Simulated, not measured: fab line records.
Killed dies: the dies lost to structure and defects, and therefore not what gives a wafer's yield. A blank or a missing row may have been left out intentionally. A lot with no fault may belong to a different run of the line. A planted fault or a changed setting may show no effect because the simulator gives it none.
2 desks looking at one fault / flow gf180mcu / numbers are kept per desk, each desk with only its own; the story behind them comes last

== TOOL OWNER'S DESK, cmp-01 ==
The tool's own readings at GF_V1_CMP_26 (polishes, stops on SiO2, t overpolish 15 s, target thk 0 nm): means of the sampled wafers that have a number, for each lot that ran on this tool. Marked OUT: a lot whose mean sits more than 4 standard deviations from the usual mean, which makes it out of limits; the brackets give that distance.
Columns: A = head-pressure-psi at GF_V1_CMP_26, usual 3.500 psi; B = motor-current-A at GF_V1_CMP_26, usual 10.9 A; C = overpolish-run-s at GF_V1_CMP_26, usual 15.000 s; D = time-to-endpoint-s at GF_V1_CMP_26, usual 84 s
lot=L752; first seen here=day 18 03:29; A=3.506; B=11.2; C=14.992; D=83
lot=L755; first seen here=day 19 02:39; A=3.493; B=11.4; C=15.008; D=81
lot=L758; first seen here=day 20 14:51; A=3.498; B=11.1; C=15.004; D=88
lot=L765; first seen here=day 22 23:27; A=3.502; B=11.6; C=15.004; D=80
lot=L769; first seen here=day 24 03:20; A=3.491; B=9.9; C=0.046 (-99 or more) OUT; D=129 (+12) OUT
lot=L770; first seen here=day 24 14:32; A=3.502; B=10.8; C=10.014 (-99 or more) OUT; D=98
lot=L771; first seen here=day 25 01:53; A=3.505; B=10.5; C=10.017 (-99 or more) OUT; D=97
This desk's verdict: out of limits on L769, L770, L771, starting with L769 at day 24 03:20 (overpolish-run-s at GF_V1_CMP_26). In limits: L752, L755, L758, L765.

== THE METROLOGY DESK ==
What the gauges read, lot by lot, whatever tool the lot ran on: means of the sampled wafers that have a number. Marked OUT: a lot whose mean sits more than 4 standard deviations from the usual mean, which makes it out of limits; the brackets give that distance.
Columns: A = cd-nm at GF_M1_CD_MEAS_14, usual 229.9 nm
lot=L752; first seen here=day 17 01:55; A=229.9
lot=L755; first seen here=day 17 23:56; A=229.0
lot=L757; first seen here=day 19 04:10; A=230.9
lot=L758; first seen here=day 19 12:23; A=229.8
lot=L760; first seen here=day 20 06:47; A=230.8
lot=L762; first seen here=day 21 06:20; A=228.5
lot=L764; first seen here=day 21 14:12; A=231.2
lot=L765; first seen here=day 21 21:41; A=229.8
lot=L769; first seen here=day 23 03:11; A=230.3
lot=L770; first seen here=day 23 14:02; A=231.5
lot=L771; first seen here=day 24 01:23; A=231.4
lot=L774; first seen here=day 25 01:53; A=229.7
lot=L775; first seen here=day 25 02:35; A=229.7
Result from this desk: across the 13 lots, nothing is out of limits.

== PUT TOGETHER ==
On L769, L770, L771, at day 24 03:20, an alarm was possible from the tool owner's desk.
Metrology desk: nothing out of limits seen.
The metrology desk has L769, L770, L771 on record, within its limits.
Of the lots named, all ran GF_V1_CMP_26 on cmp-01.

== WHAT THE SIMULATOR PUT IN ==
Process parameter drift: cmp-01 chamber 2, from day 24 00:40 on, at GF_V1_CMP_26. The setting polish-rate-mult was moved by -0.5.
Struck lots among those shown: L769, L770, L771.
How many hours passed from the start of the fault until each desk's first out-of-limits reading: the tool owner's desk, 3.
